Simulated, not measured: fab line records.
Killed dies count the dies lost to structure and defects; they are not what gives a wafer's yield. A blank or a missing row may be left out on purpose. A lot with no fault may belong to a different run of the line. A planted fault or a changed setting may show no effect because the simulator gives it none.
The tool behind it: which one?	flow sky130	6 lots, 18 wafers sampled, at 2 steps of a route of 708

## WHAT THE GAUGES READ, wafer by wafer
SKY_SD_N_CD_MEAS_07 targets a cd of 380 nm.
lot	measured	on	cdNm (nm)
L787	day 28 11:59	cdSem-02	382.0 378.6 378.5
L791	day 29 19:11	cdSem-02	339.2 341.6 337.0
L799	day 33 11:16	cdSem-01	378.5 379.2 379.4
L801	day 33 23:00	cdSem-01	382.0 379.4 382.2
L805	day 34 14:01	cdSem-01	377.6 378.3 375.7
L808	day 35 11:02	cdSem-02	379.6 379.4 380.1

## TOOL THAT RAN EACH LOT (tool first, then ch and the chambers of the sampled wafers, then the start)
lot	SKY_SD_N_EXPOSE_04
L787	ilineStepper-01 ch 0, day 27 22:02
L791	ilineStepper-02 ch 0, day 29 05:13
L799	ilineStepper-02 ch 0, day 32 21:13
L801	ilineStepper-02 ch 0, day 33 09:48
L805	ilineStepper-02 ch 0, day 34 01:22
L808	ilineStepper-02 ch 0, day 34 22:10
- SKY_SD_N_EXPOSE_04: exposes mask NSDM, target cd 380 nm.

## THE ANSWER, worked out from the rows above alone
Rule: the usual values come from the lots themselves. The widest of any qualifying gaps counts: lots, ordered by their means at a reading, are off when they make up no more than a third of the lots, leave a main group of 4 or more, and stand apart from it by 3 or more times the standard deviation of that group's means. The tables above print the reading to a certain number of digits; a main group whose means all agree to those digits is not used. A lot without any number at a reading at which 4 lots or more have one is off too. The other lots that the step has rows for count as sound.
Off: L791 (SKY_SD_N_CD_MEAS_07, cdNm). The main group has a mean of 379.4 nm with a standard deviation of 1.3.
A tool fits if, at a process step before that reading, it ran every lot that is off, and no sound lot after the first of them. Those tools and the gauges at SKY_SD_N_CD_MEAS_07 are tried in the same way. No candidate that was tried fits.

## WHAT THE SIMULATOR HAD INSERTED
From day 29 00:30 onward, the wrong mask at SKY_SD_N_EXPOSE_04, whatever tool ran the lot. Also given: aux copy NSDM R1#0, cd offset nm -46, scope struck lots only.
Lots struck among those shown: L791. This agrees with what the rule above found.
